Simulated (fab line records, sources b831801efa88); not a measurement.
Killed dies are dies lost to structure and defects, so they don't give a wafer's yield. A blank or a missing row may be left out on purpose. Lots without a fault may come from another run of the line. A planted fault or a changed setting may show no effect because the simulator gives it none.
Split-lot experiment | flow gf180mcu | 5 lots, 23 wafers read, on a route of 602 steps

THE SPLIT
At GF_PSD_COAT_02 (resist thk 1000 nm), the setting spin_rpm was moved away from the recipe's 3000 rpm on 12 of the 23 wafers read, by -7.2% to -3.1%. The other wafers ran this setting at the recipe's value.

The reading is taken at the split's own step.

THE READING
NOVOLAK_of_PSD_COAT_02.thk_nm (the simulator's own value, which no gauge read), in nm, at GF_PSD_COAT_02 (resist thk 1000 nm). The file gives no usual value for it. The 11 wafers here that ran the recipe average 1002.7 nm, standard deviation 3.8 nm.

wafer  | tool, chamber at the split | spin_rpm as run, rpm | against the recipe | NOVOLAK_of_PSD_COAT_02.thk_nm, nm | against lot-mates on the recipe
L079.2 | litho_track-01, 0          | 2785                 | -7.2%              | 1039                              | +39.5
L079.3 | litho_track-01, 0          | 2785                 | -7.2%              | 1039                              | +39.5
L079.4 | litho_track-01, 0          | 3000                 | recipe             | 999.5                             | -
L079.5 | litho_track-01, 0          | 3000                 | recipe             | 999.4                             | -
L079.6 | litho_track-01, 0          | 2785                 | -7.2%              | 1042                              | +42.5
L080.2 | litho_track-02, 0          | 3000                 | recipe             | 999.5                             | -
L080.5 | litho_track-02, 0          | 3000                 | recipe             | 1006                              | -
L080.6 | litho_track-02, 0          | 3000                 | recipe             | 1012                              | -
L081.1 | litho_track-02, 0          | 3000                 | recipe             | 1004                              | -
L081.2 | litho_track-02, 0          | 3000                 | recipe             | 999.5                             | -
L081.3 | litho_track-02, 0          | 2906                 | -3.1%              | 1017                              | +15.2
L081.4 | litho_track-02, 0          | 2906                 | -3.1%              | 1018                              | +16.2
L081.5 | litho_track-02, 0          | 2906                 | -3.1%              | 1020                              | +18.2
L082.1 | litho_track-02, 0          | 2831                 | -5.6%              | 1035                              | +30.5
L082.2 | litho_track-02, 0          | 2831                 | -5.6%              | 1032                              | +27.5
L082.3 | litho_track-02, 0          | 3000                 | recipe             | 1005                              | -
L082.5 | litho_track-02, 0          | 3000                 | recipe             | 1004                              | -
L082.6 | litho_track-02, 0          | 2831                 | -5.6%              | 1034                              | +29.5
L084.1 | litho_track-03, 0          | 3000                 | recipe             | 999.5                             | -
L084.2 | litho_track-03, 0          | 3000                 | recipe             | 1001                              | -
L084.4 | litho_track-03, 0          | 2839                 | -5.4%              | 1032                              | +31.8
L084.5 | litho_track-03, 0          | 2839                 | -5.4%              | 1030                              | +29.8
L084.6 | litho_track-03, 0          | 2839                 | -5.4%              | 1029                              | +28.8

THE FIT
A straight line over all 23 wafers: NOVOLAK_of_PSD_COAT_02.thk_nm changes by -5.27 nm for each +1% of spin_rpm; r = -0.98; the points scatter about the line by 3 nm.
The same after taking each lot's own level away (the mean of its wafers on the recipe; 23 wafers): -5.52 nm for each +1%; r = -0.99; scatter 2.4 nm.
On that fit, the largest move of spin_rpm shifts the reading by 40 nm.
The lots' own levels span 999.45 to 1005.83 nm, that is 1.7 times the standard deviation above.
So the lot-to-lot level changes the slope little: the two slopes agree.
Check: with one of the wafers moved furthest among these (-7.2%) left out of the fit, the line predicts +39.4 nm for it against its lot-mates. It came out at +39.5 nm against them.

OTHER SPLITS ON THESE WAFERS
These wafers also went through other splits before the reading. Each is held against what the fit with the lots' levels taken away leaves over:
other split on the same wafers  | wafers away from the commonest value | r with NOVOLAK_of_PSD_COAT_02.thk_nm (lot level and that fit taken away)
GF_HV_LDD_IMPLANT_48 energy_kev | 8                                    | +0.02
GF_HV_LDD_CVD_54 target_thk_nm  | 15                                   | -0.24
GF_NSD_COAT_02 resist_thk_nm    | 9                                    | -0.06

THE WHOLE CHAIN: every reading that the file lists as answering this split, in the file's order
step            | what it does       | reading                                                                        | change (the file's fit)              | r (the file's)
GF_PSD_COAT_02  | resist thk 1000 nm | NOVOLAK_of_PSD_COAT_02.thk_nm (the simulator's own value, which no gauge read) | -5.49 nm for each +1% of the setting | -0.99
GF_PSD_STRIP_10 | strips in O2/N2    | strip_time_to_endpoint_s                                                       | withheld for each +1% of the setting | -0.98

THE FILE'S OWN FIT
NOVOLAK_of_PSD_COAT_02.thk_nm changes by -5.49 nm for each +1% of spin_rpm, r = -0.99.
